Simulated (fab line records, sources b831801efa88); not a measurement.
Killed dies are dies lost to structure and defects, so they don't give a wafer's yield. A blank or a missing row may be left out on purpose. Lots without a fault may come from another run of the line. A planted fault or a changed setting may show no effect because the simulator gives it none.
Which tool did it? | flow sky130 | 12 lots, 36 wafers sampled, at 1 step of a route of 708

WHAT THE GAUGES READ, wafer by wafer
SKY_LDD_HVN_OVL_MEAS_07. Usual: LDD_HVN_OVL -0.7 nm, standard deviation 1.7.
lot  | measured     | on         | LDD_HVN_OVL (nm) | flag
L826 | day 20 14:16 | overlay-01 | 0.7 2.8 2.0      |
L825 | day 20 15:03 | overlay-01 | -1.8 0.9 -1.8    |
L827 | day 21 04:54 | overlay-02 | 2.1 -0.6 -2.2    |
L837 | day 24 21:32 | overlay-02 | -0.7 -3.8 -1.7   |
L836 | day 25 01:23 | overlay-01 | 1.1 -1.8 -1.4    |
L840 | day 25 15:37 | overlay-01 | -0.3 -0.6 -0.9   |
L838 | day 25 18:44 | overlay-02 | -0.4 -0.8 -0.2   |
L841 | day 26 01:00 | overlay-01 | -3.5 -1.1 -2.3   |
L843 | day 26 19:47 | overlay-01 | -0.9 -3.2 -0.5   |
L845 | day 27 09:14 | overlay-01 | 1.7 1.7 -0.8     |
L848 | day 28 04:50 | overlay-02 | -0.8 -0.5 0.0    |
L847 | day 28 05:32 | overlay-02 | -1.5 -1.6 0.8    |

WHICH TOOL RAN EACH LOT (tool, then ch and the chambers of the sampled wafers, then the start)
The record holds no process step before these readings.

WHAT THE TOOLS THEMSELVES READ (means of the sampled wafers that have a number; where no wafer has one, the mark that the record gives instead)
The record holds no such reading with a usual standard deviation.

THE ANSWER, worked out from the rows above alone
Rule: a lot is off if the mean of its wafers that have a number lies more than 3 standard deviations from the usual mean. A lot without any number at a reading at which 4 lots or more have one is off too. The other lots that the step has rows for count as sound. The gauges are gone through in route order, then the tools' own readings, and for those a lot's mean is taken as printed above. The first step at which some lot is off is used, and at that step the reading that is off furthest; a lot without a number counts as furthest.
No lot is off at any reading shown: from this, nothing can be told.

WHAT THE SIMULATOR HAD PUT IN
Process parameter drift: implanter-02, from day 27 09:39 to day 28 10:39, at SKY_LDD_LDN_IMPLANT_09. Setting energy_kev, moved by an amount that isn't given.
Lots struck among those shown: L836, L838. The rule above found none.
